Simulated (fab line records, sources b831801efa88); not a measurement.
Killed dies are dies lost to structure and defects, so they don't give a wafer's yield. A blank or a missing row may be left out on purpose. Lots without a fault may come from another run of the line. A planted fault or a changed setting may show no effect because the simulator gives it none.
Which tool did it? | flow gf180mcu | 13 lots, 39 wafers sampled, at 4 steps of a route of 602

WHAT THE GAUGES READ, wafer by wafer
GF_M4_CD_MEAS_14: target cd 280 nm. Usual: cd_nm 280.1 nm, standard deviation 1.1.
lot  | measured     | on        | cd_nm (nm)        | flag
L424 | day 23 09:07 | cd_sem-01 | 281.1 282.1 281.3 |
L426 | day 24 04:38 | cd_sem-01 | 280.1 280.2 280.0 |
L427 | day 24 07:20 | cd_sem-01 | 280.7 280.5 280.0 |
L428 | day 25 00:03 | cd_sem-02 | 280.0 278.4 279.0 |
L430 | day 25 14:39 | cd_sem-01 | 279.6 280.0 280.2 |
L434 | day 26 22:02 | cd_sem-01 | 279.5 279.8 279.8 |
L438 | day 28 01:22 | cd_sem-01 | 282.0 282.1 280.8 |
L440 | day 28 17:26 | cd_sem-02 | 280.7 279.9 281.2 |
L442 | day 29 02:47 | cd_sem-02 | 280.8 280.9 280.5 |
L443 | day 29 09:52 | cd_sem-01 | 278.4 277.8 278.9 |
L444 | day 29 17:35 | cd_sem-02 | 280.6 281.6 279.8 |
L445 | day 29 22:11 | cd_sem-01 | 278.3 277.4 278.4 |
L447 | day 30 09:32 | cd_sem-02 | 281.8 281.0 279.8 |

GF_V4_THK_MEAS_01. Usual: V4_CVD_00_THK 603 nm, standard deviation 5.9.
lot  | measured     | on            | V4_CVD_00_THK (nm) | flag
L424 | day 23 10:01 | film_metro-01 | 612 600 606        |
L426 | day 24 05:30 | film_metro-02 | 601 597 600        |
L427 | day 24 08:21 | film_metro-03 | 595 593 601        |
L428 | day 25 00:57 | film_metro-03 | 608 614 614        |
L430 | day 25 15:33 | film_metro-01 | 604 611 609        |
L434 | day 26 22:57 | film_metro-02 | 603 600 598        |
L438 | day 28 02:16 | film_metro-01 | 605 610 612        |
L440 | day 28 18:19 | film_metro-03 | 605 603 606        |
L442 | day 29 04:03 | film_metro-02 | 611 601 602        |
L443 | day 29 10:49 | film_metro-03 | 608 605 614        |
L444 | day 29 18:34 | film_metro-03 | 613 606 597        |
L445 | day 29 23:10 | film_metro-03 | 596 593 599        |
L447 | day 30 10:23 | film_metro-01 | 601 597 592        |

GF_V4_BOW_MEAS_05. Usual: V4_BOW 135 um, standard deviation 9.2.
lot  | measured     | on            | V4_BOW (um) | flag
L424 | day 23 10:35 | film_metro-01 | 146 140 137 |
L426 | day 24 06:01 | film_metro-02 | 129 128 107 |
L427 | day 24 08:50 | film_metro-02 | 126 134 116 |
L428 | day 25 01:27 | film_metro-01 | 132 142 136 |
L430 | day 25 16:03 | film_metro-01 | 142 132 127 |
L434 | day 26 23:27 | film_metro-01 | 129 136 145 |
L438 | day 28 02:45 | film_metro-03 | 125 148 131 |
L440 | day 28 18:49 | film_metro-02 | 139 139 139 |
L442 | day 29 04:32 | film_metro-01 | 127 129 121 |
L443 | day 29 11:19 | film_metro-01 | 120 136 123 |
L444 | day 29 19:05 | film_metro-03 | 149 152 143 |
L445 | day 29 23:40 | film_metro-03 | 142 130 131 |
L447 | day 30 10:55 | film_metro-01 | 151 140 131 |

WHICH TOOL RAN EACH LOT (tool, then ch and the chambers of the sampled wafers, then the start)
lot  | GF_V4_CMP_04
L424 | cmp-02 ch 1,2,3, day 23 10:23
L426 | cmp-01 ch 2,3, day 24 05:43
L427 | cmp-01 ch 1,3, day 24 08:35
L428 | cmp-01 ch 0,1,2, day 25 01:11
L430 | cmp-01 ch 0,2,3, day 25 15:44
L434 | cmp-01 ch 0,3, day 26 23:08
L438 | cmp-02 ch 2,3, day 28 02:27
L440 | cmp-02 ch 0,2, day 28 18:30
L442 | cmp-02 ch 0,1,3, day 29 04:14
L443 | cmp-02 ch 0,2,3, day 29 11:07
L444 | cmp-02 ch 0,1,3, day 29 18:52
L445 | cmp-02 ch 0,2,3, day 29 23:23
L447 | cmp-02 ch 0,3, day 30 10:36
- GF_V4_CMP_04: polishes SiO2.

WHAT THE TOOLS THEMSELVES READ (means of the sampled wafers that have a number; where no wafer has one, the mark that the record gives instead)
GF_V4_CMP_04. Usual: motor_current_A 11.6 A, standard deviation 1.1; time_to_endpoint_s 79 s, standard deviation 6.1.
lot  | tool   | motor_current_A (A) | time_to_endpoint_s (s) | flag
L424 | cmp-02 | 12.0                | 85                     |
L426 | cmp-01 | 11.7                | 74                     |
L427 | cmp-01 | 10.9                | 73                     |
L428 | cmp-01 | 11.5                | 73                     |
L430 | cmp-01 | 11.7                | 72                     |
L434 | cmp-01 | 12.1                | 84                     |
L438 | cmp-02 | 11.5                | 82                     |
L440 | cmp-02 | 10.9                | 80                     |
L442 | cmp-02 | 11.9                | 81                     |
L443 | cmp-02 | 11.0                | 82                     |
L444 | cmp-02 | 12.0                | 85                     |
L445 | cmp-02 | 11.1                | 86                     |
L447 | cmp-02 | 11.0                | 79                     |

THE ANSWER, worked out from the rows above alone
Rule: a lot is off if the mean of its wafers that have a number lies more than 3 standard deviations from the usual mean. A lot without any number at a reading at which 4 lots or more have one is off too. The other lots that the step has rows for count as sound. The gauges are gone through in route order, then the tools' own readings, and for those a lot's mean is taken as printed above. The first step at which some lot is off is used, and at that step the reading that is off furthest; a lot without a number counts as furthest.
No lot is off at any reading shown: from this, nothing can be told.

WHAT THE SIMULATOR HAD PUT IN
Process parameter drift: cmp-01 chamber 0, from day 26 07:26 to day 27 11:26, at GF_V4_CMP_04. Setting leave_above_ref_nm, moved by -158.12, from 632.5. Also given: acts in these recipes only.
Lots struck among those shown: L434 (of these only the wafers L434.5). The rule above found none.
